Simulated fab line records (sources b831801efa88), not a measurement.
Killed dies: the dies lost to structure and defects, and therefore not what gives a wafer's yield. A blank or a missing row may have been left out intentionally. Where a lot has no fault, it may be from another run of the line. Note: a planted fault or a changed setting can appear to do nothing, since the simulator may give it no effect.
What tool caused it? / flow gf180mcu / 13 lots with 39 wafers sampled at 2 steps, on a route of 602 steps

== WHAT THE GAUGES SHOWED, per wafer ==
GF_V5_OVL_MEAS_15.
lot=L273; measured=day 27 06:43; on=overlay-01; V5_OVL (nm)=-12 -1 -1
lot=L274; measured=day 27 14:02; on=overlay-02; V5_OVL (nm)=5 -2 -4
lot=L276; measured=day 28 09:15; on=overlay-02; V5_OVL (nm)=3 4 1
lot=L277; measured=day 29 00:06; on=overlay-02; V5_OVL (nm)=-5 6 -1
lot=L279; measured=day 29 08:23; on=overlay-02; V5_OVL (nm)=-8 -7 -5
lot=L280; measured=day 29 10:49; on=overlay-02; V5_OVL (nm)=1 2 -4
lot=L288; measured=day 31 15:05; on=overlay-01; V5_OVL (nm)=-3 -2 -3
lot=L289; measured=day 31 21:58; on=overlay-01; V5_OVL (nm)=-1 -3 -5
lot=L291; measured=day 32 11:44; on=overlay-01; V5_OVL (nm)=-8 -6 -5
lot=L292; measured=day 32 18:00; on=overlay-02; V5_OVL (nm)=-4 -4 0
lot=L293; measured=day 32 22:54; on=overlay-02; V5_OVL (nm)=2 7 5
lot=L295; measured=day 33 15:59; on=overlay-02; V5_OVL (nm)=2 5 3
lot=L296; measured=day 33 18:45; on=overlay-02; V5_OVL (nm)=-5 -5 -1

== TOOL THAT RAN EACH LOT (tool first, then ch and the chambers of the sampled wafers, then the start) ==
lot=L273; GF_V4_CMP_04=cmp-01 ch 1,3, day 23 11:56
lot=L274; GF_V4_CMP_04=cmp-02 ch 1,2,3, day 23 20:26
lot=L276; GF_V4_CMP_04=cmp-02 ch 0,2, day 24 19:13
lot=L277; GF_V4_CMP_04=cmp-02 ch 0,1,3, day 25 08:52
lot=L279; GF_V4_CMP_04=cmp-02 ch 1,3, day 25 19:26
lot=L280; GF_V4_CMP_04=cmp-02 ch 0,2,3, day 25 22:43
lot=L288; GF_V4_CMP_04=cmp-02 ch 0,1,2, day 28 09:11
lot=L289; GF_V4_CMP_04=cmp-01 ch 0,1,3, day 28 16:14
lot=L291; GF_V4_CMP_04=cmp-01 ch 1,2,3, day 29 08:17
lot=L292; GF_V4_CMP_04=cmp-02 ch 2,3, day 29 15:00
lot=L293; GF_V4_CMP_04=cmp-02 ch 0,1,2, day 29 20:50
lot=L295; GF_V4_CMP_04=cmp-02 ch 0,2, day 30 15:14
lot=L296; GF_V4_CMP_04=cmp-01 ch 1,2, day 30 19:02
- GF_V4_CMP_04: polishes SiO2.

== WHAT THE TOOLS THEMSELVES READ (means of the sampled wafers that have a number; where no wafer has one, the mark that the record gives instead) ==
GF_V4_CMP_04.
lot=L273; tool=cmp-01; head-pressure-psi (psi)=3.995; motor-current-A (A)=12.5; platen-rpm (rpm)=59.99; time-to-endpoint-s (s)=79
lot=L274; tool=cmp-02; head-pressure-psi (psi)=4.002; motor-current-A (A)=11.9; platen-rpm (rpm)=60.02; time-to-endpoint-s (s)=77
lot=L276; tool=cmp-02; head-pressure-psi (psi)=3.995; motor-current-A (A)=11.9; platen-rpm (rpm)=60.00; time-to-endpoint-s (s)=81
lot=L277; tool=cmp-02; head-pressure-psi (psi)=4.003; motor-current-A (A)=12.6; platen-rpm (rpm)=60.03; time-to-endpoint-s (s)=76
lot=L279; tool=cmp-02; head-pressure-psi (psi)=4.005; motor-current-A (A)=12.4; platen-rpm (rpm)=60.00; time-to-endpoint-s (s)=78
lot=L280; tool=cmp-02; head-pressure-psi (psi)=3.998; motor-current-A (A)=11.7; platen-rpm (rpm)=60.03; time-to-endpoint-s (s)=82
lot=L288; tool=cmp-02; head-pressure-psi (psi)=4.004; motor-current-A (A)=12.4; platen-rpm (rpm)=60.04; time-to-endpoint-s (s)=77
lot=L289; tool=cmp-01; head-pressure-psi (psi)=4.006; motor-current-A (A)=11.7; platen-rpm (rpm)=60.02; time-to-endpoint-s (s)=93
lot=L291; tool=cmp-01; head-pressure-psi (psi)=3.993; motor-current-A (A)=11.9; platen-rpm (rpm)=60.01; time-to-endpoint-s (s)=85
lot=L292; tool=cmp-02; head-pressure-psi (psi)=3.993; motor-current-A (A)=11.9; platen-rpm (rpm)=59.98; time-to-endpoint-s (s)=79
lot=L293; tool=cmp-02; head-pressure-psi (psi)=3.992; motor-current-A (A)=12.9; platen-rpm (rpm)=60.07; time-to-endpoint-s (s)=78
lot=L295; tool=cmp-02; head-pressure-psi (psi)=4.005; motor-current-A (A)=12.7; platen-rpm (rpm)=60.06; time-to-endpoint-s (s)=87
lot=L296; tool=cmp-01; head-pressure-psi (psi)=3.996; motor-current-A (A)=12.1; platen-rpm (rpm)=60.01; time-to-endpoint-s (s)=86

== THE ANSWER, worked out from the rows above alone ==
Rule: the usual values come from the lots themselves. Put in order of their means at a reading, lots are off if they are a third of the lots or fewer, leave a main group of 4 or more, and stand apart from it by a gap of 3 or more times the standard deviation of the main group's means; of several such gaps the widest counts. The tables above print the reading to a certain number of digits; a main group whose means all agree to those digits is not used. A lot without any number at a reading at which 4 lots or more have one is off too. Where the step has rows for the other lots, those lots are counted as sound. First the gauges in route order, then the tools' own readings, where a lot's mean is used as printed above. At the first step where some lot is off, the reading lying furthest off is the one used; lots without a number count as furthest.
No lot is off at any reading shown: from this, nothing can be told.

== WHAT THE SIMULATOR PUT IN ==
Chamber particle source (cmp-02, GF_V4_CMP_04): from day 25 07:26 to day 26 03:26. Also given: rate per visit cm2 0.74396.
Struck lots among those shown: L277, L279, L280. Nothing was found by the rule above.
